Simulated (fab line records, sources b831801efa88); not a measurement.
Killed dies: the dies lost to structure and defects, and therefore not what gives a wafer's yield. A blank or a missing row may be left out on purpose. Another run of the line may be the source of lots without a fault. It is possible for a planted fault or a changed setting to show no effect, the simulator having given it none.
Matching of chambers || flow gf180mcu || 4 sister chambers for GF_CONTACT_ETCH_16 on rie-diel-03
The step etches BARC in N2/H2. 7 wafers are shown with their chamber, then 6 later ones without.

EACH WAFER AND ITS CHAMBER
{"wafer": "L529.6", "chamber": 2, "drypump-motor-current-A (A)": 6.3, "rf-fwd-power-W (W)": 496.1}
{"wafer": "L530.1", "chamber": 3, "drypump-motor-current-A (A)": 5.4, "rf-fwd-power-W (W)": 494.9}
{"wafer": "L540.1", "chamber": 0, "drypump-motor-current-A (A)": 5.7, "rf-fwd-power-W (W)": 497.3}
{"wafer": "L540.6", "chamber": 1, "drypump-motor-current-A (A)": 6.2, "rf-fwd-power-W (W)": 493.5}
{"wafer": "L545.1", "chamber": 3, "drypump-motor-current-A (A)": 5.4, "rf-fwd-power-W (W)": 494.6}
{"wafer": "L545.4", "chamber": 0, "drypump-motor-current-A (A)": 5.8, "rf-fwd-power-W (W)": 493.8}
{"wafer": "L545.6", "chamber": 1, "drypump-motor-current-A (A)": 6.3, "rf-fwd-power-W (W)": 495.7}

WAFERS WITHOUT THEIR CHAMBER
{"wafer": "L547.2", "drypump-motor-current-A (A)": 6.3, "rf-fwd-power-W (W)": 496.6}
{"wafer": "L547.4", "drypump-motor-current-A (A)": 6.3, "rf-fwd-power-W (W)": 494.8}
{"wafer": "L547.5", "drypump-motor-current-A (A)": 6.3, "rf-fwd-power-W (W)": 496.9}
{"wafer": "L548.3", "drypump-motor-current-A (A)": 6.3, "rf-fwd-power-W (W)": 493.9}
{"wafer": "L548.4", "drypump-motor-current-A (A)": 5.8, "rf-fwd-power-W (W)": 497.5}
{"wafer": "L548.5", "drypump-motor-current-A (A)": 6.3, "rf-fwd-power-W (W)": 497.0}

THE CHAMBER EACH PASSED THROUGH
{"wafer": "L547.2", "from the rows above": "can't be placed: 2 or 1", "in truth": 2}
{"wafer": "L547.4", "from the rows above": "can't be placed: 2 or 1", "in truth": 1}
{"wafer": "L547.5", "from the rows above": "can't be placed: 2 or 1", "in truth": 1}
{"wafer": "L548.3", "from the rows above": "can't be placed: 1 or 2", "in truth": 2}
{"wafer": "L548.4", "from the rows above": 0, "in truth": 0}
{"wafer": "L548.5", "from the rows above": "can't be placed: 2 or 1", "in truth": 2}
1 of 6 placed correctly. Cannot be placed on the basis of these rows: 5; the candidates contain the true chamber in 5. Wrongly placed: 0.
How it was worked out, from the rows above alone: a wafer's distance from a chamber is the root of the sum, over the readings, of the square of ((its reading less the chamber's mean) divided by the reading's scatter). The wafer belongs to the nearest chamber; if the next one is less than 2 further off, it can't be placed. For every chamber, the mean is computed from those of its wafers that are shown. The scatter: the root of (the sum of the squares of (reading less its chamber's mean) over the shown wafers, divided by (wafers less chambers)).
